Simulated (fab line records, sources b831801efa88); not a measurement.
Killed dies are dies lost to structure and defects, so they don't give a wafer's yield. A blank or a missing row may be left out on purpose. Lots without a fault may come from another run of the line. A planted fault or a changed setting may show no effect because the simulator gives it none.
Problem report in the 8D (eight disciplines) form, filled by code | flow gf180mcu | the parts of the form that need people (team, actions taken, sign-off) are left out

1. THE PROBLEM
beam_energy_keV at GF_VT_IMPLANT_IMPLANT_08 reads a mean of 20.734 on 6 wafers of 2 lots; wafers without a fault read 20.002 with a standard deviation of 0.007. That is +99 or more standard deviations from the usual mean.
First seen on wafer L274.3, day 10 08:20, on implanter-01. The record holds 18 wafers of 6 lots with a number at this step. Rule for "out", or "out of limits": more than 4 standard deviations from the usual mean. The other wafers with a number count as sound.

2. WHAT IT IS AND WHAT IT IS NOT
question                    | is                     | is not
which readings at this step | beam_energy_keV        | tilt_deg
which lots                  | L274, L276             | L265, L268, L279, L280
which wafers of those lots  | all that have a number | -
read on which tools         | implanter-01           | implanter-02, implanter-03
when                        | from day 10 08:20      | up to then (6 sound wafers); but 6 sound wafers of L279, L280 came after

3. SUSPECTS, AND WHAT RULES EACH OUT
Counting: a tool at a process step up to the reading stays a suspect if it ran every lot that is out and no sound lot after the first of them.
- implanter-01 at GF_VT_IMPLANT_IMPLANT_08: kept. It ran every lot that is out, first L274 (day 10 08:20), and no sound lot after that; its last sound lot up to then is L268 (day 8 19:50). Its own readings are out on those wafers: beam_energy_keV.
Left after counting: implanter-01 at GF_VT_IMPLANT_IMPLANT_08.

4. THE CAUSE (what the simulator had put in)
Process parameter drift: implanter-01, from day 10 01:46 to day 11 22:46, at GF_VT_IMPLANT_IMPLANT_08. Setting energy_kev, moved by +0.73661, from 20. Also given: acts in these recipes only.
Counting left only this tool.

5. THE CHAIN OF EFFECTS, in route order
Each row: a reading whose mean over the struck wafers that have a number lies more than 3 standard deviations from the usual. Only readings for which the record gives a usual standard deviation are gone through. hours: the time from each lot's start at the first step in this table that gives one to its start at this step, as a median over the lots. sigmas: the change in usual standard deviations.
hours | step                     | reading         | usual  | on struck wafers | change | sigmas
0     | GF_VT_IMPLANT_IMPLANT_08 | beam_energy_keV | 20.002 | 20.734           | +0.732 | +99 or more
The process steps in it:
- GF_VT_IMPLANT_IMPLANT_08

6. WHAT WOULD HAVE CAUGHT IT SOONER
In this record the first reading out of limits was taken at day 10 08:20, 7 hours after the fault began at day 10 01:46.
